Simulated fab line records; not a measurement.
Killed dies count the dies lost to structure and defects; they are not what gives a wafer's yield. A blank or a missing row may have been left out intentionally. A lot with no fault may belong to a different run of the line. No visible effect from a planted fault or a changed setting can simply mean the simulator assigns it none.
Comparing a struck lot with a sound one | flow sfqLine | 24 steps out of a route of 325
Sound: the wafers L159.1, L159.3, L159.4. Struck: wafer L178.1 (L178.3, L178.4, from the same lot, were not struck and are left out); the cause is given at the end.
Each step with rows lists, per side, the tool, then ch with its chambers, then its first start. Under that, the readings that differ: sound wafers | struck wafers | difference of the means | sigmas: that difference in standard deviations of wafers without a fault.
alike: readings whose means differ by less than 2 such deviations, and words and numbers that are the same on both sides. not compared: withheld readings, readings that some wafer has no value for, bounds like >300 that may hide the same value, and numbers for which the record gives no deviation and whose values overlap.
The two part at a step that has a row with sigmas, a row that says differs or no value, or rows on one side only. When numbers do not overlap yet have no deviation, they are printed without sigmas and do not part them. A reading that every wafer of one side lacks parts them only if that side has two wafers or more.

first, 6 steps without rows for these wafers: SFQ_TRILAYER_I2_VIA_LITHO_COAT_072 (resist thk 62 nm); SFQ_TRILAYER_I2_VIA_LITHO_COAT_067 (resist thk 650 nm); SFQ_TRILAYER_I2_VIA_LITHO_SOFTBAKE_071; SFQ_TRILAYER_I2_VIA_LITHO_EXPOSE_068 (exposes mask I2, target cd 500 nm); SFQ_TRILAYER_I2_VIA_LITHO_PEB_070 (peb time 60 s); SFQ_TRILAYER_I2_VIA_LITHO_DEVELOP_069 (time 60 s).
SFQ_I2_OVL_MEAS_918:
  sound on overlay-02, day 38 20:00; struck on overlay-01, day 50 08:45
  alike: I2_OVL
SFQ_TRILAYER_I2_VIA_BARC_OPEN_VIA_ETCH_096: etches BARC in O2, target depth 125 nm, time 41.7 s.
  sound on rieDiel-01 ch 0,1,2, day 38 20:02; struck on rieDiel-03 ch 3, day 50 08:47
  alike: drypumpMotorCurrentA, oesProductAu
  not compared: rfHoursCounterH
SFQ_TRILAYER_I2_VIA_ETCH_VIA_ETCH_070: etches SiO2 in CHF3, stops on Nb, target depth 260 nm.
  sound on rieDiel-01 ch 0,1,2, day 38 20:05; struck on rieDiel-03 ch 3, day 50 08:50
  alike: drypumpMotorCurrentA, oesProductAu
SFQ_TRILAYER_I2_VIA_STRIP_STRIP_071: strips in O2.
  sound on rieMetal-01 ch 0,1, day 38 20:11; struck on rieMetal-02 ch 1, day 50 08:56
  alike: drypumpMotorCurrentA, oesProductAu
  not compared: rfHoursCounterH
then, 2 steps without rows for these wafers: SFQ_TRILAYER_I2_VIA_STRIP_SOLV_CLEAN_072 (cleans in NMP, time 600 s); SFQ_TRILAYER_M3_DEP_PRE_CLEAN_074 (time 22.5 s).
SFQ_TRILAYER_M3_DEP_SPUTTER_073: material Nb, target thk 200 nm, time 133.3 s.
  sound on pvdSputter-05, day 38 21:00; struck on pvdSputter-03, day 50 09:47
reading                                            | sound           | struck | difference | sigmas
model.Nb_of_TRILAYER_M3_DEP_SPUTTER_073.thkNm (nm) | 202 200.9 202.8 | 209    | +7         | 
  alike: throttleValvePct
SFQ_M3_RS_MEAS_919: measurement is done with a four-point probe.
  sound on filmMetro-04, day 38 21:05; struck on filmMetro-03, day 50 09:52
reading           | sound             | struck | difference | sigmas
M3_NB_RS (ohm/sq) | 0.881 0.886 0.877 | 0.851  | -0.030     | -3
then, 6 steps without rows for these wafers: SFQ_TRILAYER_M3_LITHO_COAT_080 (resist thk 62 nm); SFQ_TRILAYER_M3_LITHO_COAT_075 (resist thk 600 nm); SFQ_TRILAYER_M3_LITHO_SOFTBAKE_079; SFQ_TRILAYER_M3_LITHO_EXPOSE_076 (exposes mask M3, target cd 500 nm); SFQ_TRILAYER_M3_LITHO_PEB_078 (peb time 60 s); SFQ_TRILAYER_M3_LITHO_DEVELOP_077 (time 60 s).
-- the record jumps here: 5 days lie between the struck wafers' starts before and after --
SFQ_M3_OVL_MEAS_921:
  sound on overlay-02, day 38 23:42; struck on overlay-01, day 55 11:16
  alike: M3_OVL
SFQ_TRILAYER_M3_BARC_OPEN_METAL_ETCH_100: etches BARC in O2, target depth 125 nm, time 41.7 s.
  sound on rieMetal-02 ch 0,1, day 38 23:44; struck on rieMetal-02 ch 0, day 55 11:19
  alike: drypumpMotorCurrentA, oesProductAu
  not compared: rfHoursCounterH
SFQ_TRILAYER_M3_ETCH_METAL_ETCH_078: etches Nb in Cl2/Ar, stops on SiO2, target depth 240 nm, time 120 s.
  sound on rieMetal-02 ch 0,1, day 38 23:48; struck on rieMetal-02 ch 0, day 55 11:22
reading                      | sound             | struck | difference | sigmas
oesProductAu (a.u.)          | 0.907 0.893 0.906 | 0.918  | +0.016     | +2
model.M3.featureDepthNm (nm) | 202 200.9 202.8   | 209    | +7         | 
model.etch.depthNm (nm)      | 202 200.9 202.8   | 209    | +7         | 
  alike: drypumpMotorCurrentA
  not compared: rfHoursCounterH
SFQ_TRILAYER_M3_STRIP_STRIP_079: strips in O2.
  sound on rieMetal-02 ch 0,1, day 38 23:55; struck on rieMetal-02 ch 0, day 55 11:29
  alike: drypumpMotorCurrentA, oesProductAu
  not compared: rfHoursCounterH

== WHERE THEY PART ==
First at SFQ_M3_RS_MEAS_919; last, within this record, at SFQ_TRILAYER_M3_ETCH_METAL_ETCH_078. Later steps at which nothing parts them and some readings are alike: SFQ_TRILAYER_M3_STRIP_STRIP_079.

WHY: what had been put in by the simulator
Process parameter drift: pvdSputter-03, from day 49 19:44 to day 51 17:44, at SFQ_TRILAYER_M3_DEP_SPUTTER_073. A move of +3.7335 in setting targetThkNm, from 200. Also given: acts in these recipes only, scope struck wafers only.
